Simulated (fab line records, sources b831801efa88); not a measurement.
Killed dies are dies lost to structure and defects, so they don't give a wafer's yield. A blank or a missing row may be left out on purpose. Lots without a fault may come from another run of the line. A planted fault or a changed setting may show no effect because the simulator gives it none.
One fault seen from 2 desks | flow sky130 | each desk has only its own numbers; what lay behind them comes last

THE TOOL OWNER'S DESK: pvd_sputter-02
The tool's own readings at SKY_METAL5_SPUTTER_02 (material AlCu, target thk 1150 nm, time 61.2 s): means of the sampled wafers that have a number, for each lot that ran on this tool. A lot is out of limits, marked OUT, if its mean lies more than 4 standard deviations from the usual mean; the brackets give that distance.
Columns: A = cathode_dc_power_W at SKY_METAL5_SPUTTER_02, usual 10600 W; B = throttle_valve_pct at SKY_METAL5_SPUTTER_02, usual 30.2 %
lot  | first seen here | A     | B
L488 | day 45 18:08    | 10598 | 30.0
This desk's finding: nothing out of limits on the one lot.

THE METROLOGY DESK
What the gauges read, lot by lot, whatever tool the lot ran on: means of the sampled wafers that have a number. A lot is out of limits, marked OUT, if its mean lies more than 4 standard deviations from the usual mean; the brackets give that distance.
Columns: A = METAL4_OVL at SKY_METAL4_OVL_MEAS_14, usual -4 nm; B = METAL5_ALCU_RS at SKY_METAL5_RS_MEAS_05, usual 0.02693 ohm/sq; C = METAL5_ALCU_THK at SKY_METAL5_THK_MEAS_06, usual 1154 nm
lot  | first seen here | A   | B                 | C
L479 | day 41 17:15    | -12 | 0.02676           | 1171
L480 | day 41 17:37    | -3  | 0.02672           | 1162
L481 | day 42 11:19    | -9  | 0.02668           | 1161
L488 | day 44 18:14    | -8  | 0.02056 (-22) OUT | 1569 (+28) OUT
L493 | day 45 19:33    | -3  | 0.02694           | 1160
L494 | day 46 01:15    | -3  | 0.02732           | 1132
L495 | day 46 07:43    | -5  | 0.02666           | 1160
L500 | day 47 01:23    | -6  | 0.02740           | 1140
L501 | day 47 12:19    | -6  | 0.02686           | 1164
L502 | day 47 23:43    | -6  | 0.02681           | 1154
This desk's finding: out of limits on L488; first on L488, day 45 18:16 (METAL5_ALCU_RS at SKY_METAL5_RS_MEAS_05). In limits: L479, L480, L481, L493, L494, L495, L500, L501, L502.

PUT TOGETHER
The metrology desk could have raised an alarm at day 45 18:16, on L488.
The tool owner's desk saw nothing out of limits.
The tool owner's desk has L488 on record, within its limits.
Of the lots named, all ran SKY_METAL5_SPUTTER_02 on pvd_sputter-02.

WHAT THE SIMULATOR HAD PUT IN
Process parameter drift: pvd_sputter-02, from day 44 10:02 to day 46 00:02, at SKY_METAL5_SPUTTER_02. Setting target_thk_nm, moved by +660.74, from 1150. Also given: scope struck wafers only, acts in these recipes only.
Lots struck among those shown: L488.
Hours from the fault's start to each desk's first reading out of limits: the metrology desk, 32.
